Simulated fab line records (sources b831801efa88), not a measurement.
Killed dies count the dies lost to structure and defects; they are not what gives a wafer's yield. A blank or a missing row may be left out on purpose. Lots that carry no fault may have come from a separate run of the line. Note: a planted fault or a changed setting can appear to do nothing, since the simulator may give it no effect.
Split-lot experiment :: flow sky130 :: 23 wafers read from 5 lots, route of 708 steps

== ON THE SPLIT ==
At SKY_SD_N_IMPLANT_10, the setting energy_kev was moved away from the recipe's 20 on 10 of the 23 wafers read, by -4.8% to +5.5%. For the rest of the wafers, this setting stayed at what the recipe calls for.

Reading taken at the split's own step.

== THE READING ==
In nm, at SKY_SD_N_IMPLANT_10: implant.drp_nm, which is the simulator's own figure and was read by no gauge. No usual value for it is given in the file.

wafer: L075.1
tool, chamber at the split: implanter-04, 0
energy_kev as run: 20.94
against the recipe: +4.7%
implant.drp_nm, nm: 13.36
against lot-mates on the recipe: +0.36

wafer: L075.5
tool, chamber at the split: implanter-04, 0
energy_kev as run: 20.94
against the recipe: +4.7%
implant.drp_nm, nm: 13.36
against lot-mates on the recipe: +0.36

wafer: L075.6
tool, chamber at the split: implanter-04, 0
energy_kev as run: 20.94
against the recipe: +4.7%
implant.drp_nm, nm: 13.36
against lot-mates on the recipe: +0.36

wafer: L075.2
tool, chamber at the split: implanter-04, 0
energy_kev as run: 20
against the recipe: recipe
implant.drp_nm, nm: 13
against lot-mates on the recipe: -

wafer: L075.4
tool, chamber at the split: implanter-04, 0
energy_kev as run: 20
against the recipe: recipe
implant.drp_nm, nm: 13
against lot-mates on the recipe: -

wafer: L076.2
tool, chamber at the split: implanter-03, 0
energy_kev as run: 20
against the recipe: recipe
implant.drp_nm, nm: 13
against lot-mates on the recipe: -

wafer: L076.5
tool, chamber at the split: implanter-03, 0
energy_kev as run: 20
against the recipe: recipe
implant.drp_nm, nm: 13
against lot-mates on the recipe: -

wafer: L076.6
tool, chamber at the split: implanter-03, 0
energy_kev as run: 20
against the recipe: recipe
implant.drp_nm, nm: 13
against lot-mates on the recipe: -

wafer: L081.1
tool, chamber at the split: implanter-03, 0
energy_kev as run: 19.43
against the recipe: -2.8%
implant.drp_nm, nm: 12.77
against lot-mates on the recipe: -0.23

wafer: L081.2
tool, chamber at the split: implanter-03, 0
energy_kev as run: 19.43
against the recipe: -2.8%
implant.drp_nm, nm: 12.77
against lot-mates on the recipe: -0.23

wafer: L081.4
tool, chamber at the split: implanter-03, 0
energy_kev as run: 19.43
against the recipe: -2.8%
implant.drp_nm, nm: 12.77
against lot-mates on the recipe: -0.23

wafer: L081.3
tool, chamber at the split: implanter-03, 0
energy_kev as run: 20
against the recipe: recipe
implant.drp_nm, nm: 13
against lot-mates on the recipe: -

wafer: L081.5
tool, chamber at the split: implanter-03, 0
energy_kev as run: 20
against the recipe: recipe
implant.drp_nm, nm: 13
against lot-mates on the recipe: -

wafer: L083.1
tool, chamber at the split: implanter-01, 0
energy_kev as run: 20
against the recipe: recipe
implant.drp_nm, nm: 13
against lot-mates on the recipe: -

wafer: L083.2
tool, chamber at the split: implanter-01, 0
energy_kev as run: 20
against the recipe: recipe
implant.drp_nm, nm: 13
against lot-mates on the recipe: -

wafer: L083.6
tool, chamber at the split: implanter-01, 0
energy_kev as run: 20
against the recipe: recipe
implant.drp_nm, nm: 13
against lot-mates on the recipe: -

wafer: L083.3
tool, chamber at the split: implanter-01, 0
energy_kev as run: 19.04
against the recipe: -4.8%
implant.drp_nm, nm: 12.62
against lot-mates on the recipe: -0.38

wafer: L083.4
tool, chamber at the split: implanter-01, 0
energy_kev as run: 19.04
against the recipe: -4.8%
implant.drp_nm, nm: 12.62
against lot-mates on the recipe: -0.38

wafer: L085.1
tool, chamber at the split: implanter-04, 0
energy_kev as run: 20
against the recipe: recipe
implant.drp_nm, nm: 13
against lot-mates on the recipe: -

wafer: L085.5
tool, chamber at the split: implanter-04, 0
energy_kev as run: 20
against the recipe: recipe
implant.drp_nm, nm: 13
against lot-mates on the recipe: -

wafer: L085.6
tool, chamber at the split: implanter-04, 0
energy_kev as run: 20
against the recipe: recipe
implant.drp_nm, nm: 13
against lot-mates on the recipe: -

wafer: L085.3
tool, chamber at the split: implanter-04, 0
energy_kev as run: 21.1
against the recipe: +5.5%
implant.drp_nm, nm: 13.42
against lot-mates on the recipe: +0.42

wafer: L085.4
tool, chamber at the split: implanter-04, 0
energy_kev as run: 21.1
against the recipe: +5.5%
implant.drp_nm, nm: 13.42
against lot-mates on the recipe: +0.42

FIT RESULTS
A straight line over all 23 wafers: implant.drp_nm changes by +0.0777 nm for each +1% of energy_kev; r = +1.00; the points scatter about the line by 0.0037 nm.
The same after taking each lot's own level away (the mean of its wafers on the recipe; 23 wafers): +0.0777 nm for each +1%; r = +1.00; scatter 0.0037 nm.
That fit puts the effect of the largest move of energy_kev on the reading at 0.43 nm.
The lots' own levels span 13.000 to 13.000 nm.
The two slopes are in agreement: the lot-to-lot level therefore moves the slope only a little.
Check: for one of the wafers moved furthest among these (+5.5%), held out of the fit, the line's prediction against its lot-mates is +0.426 nm. It came out at +0.42 nm against them.

== FURTHER SPLITS ON THESE WAFERS ==
These wafers also went through other splits before the reading. Each is held against what the fit with the lots' levels taken away leaves over:
other split on the same wafers: SKY_POLY_CUT_COAT_02 resist_thk_nm
wafers away from the commonest value: 7
r with implant.drp_nm (lot level and that fit taken away): +0.04

other split on the same wafers: SKY_POLY_CUT_ETCH_10 bias_w
wafers away from the commonest value: 11
r with implant.drp_nm (lot level and that fit taken away): -0.09

other split on the same wafers: SKY_SD_P_DEVELOP_06 dev_temp_c
wafers away from the commonest value: 10
r with implant.drp_nm (lot level and that fit taken away): +0.15

other split on the same wafers: SKY_SD_N_DEVELOP_06 dev_temp_c
wafers away from the commonest value: 9
r with implant.drp_nm (lot level and that fit taken away): +0.13

== THE WHOLE CHAIN: every reading that the file lists as answering this split, in the file's order ==
step: SKY_SD_N_IMPLANT_10
what it does: 
reading: implant.rp_nm (the simulator's own value, which no gauge read)
change (the file's fit): +0.189 nm for each +1% of the setting
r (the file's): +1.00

step: SKY_SD_N_IMPLANT_10
what it does: 
reading: implant.drp_nm (the simulator's own value, which no gauge read)
change (the file's fit): +0.0782 nm for each +1% of the setting
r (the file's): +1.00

== FILE'S OWN FIT ==
implant.drp_nm changes by +0.0782 nm for each +1% of energy_kev, r = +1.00.
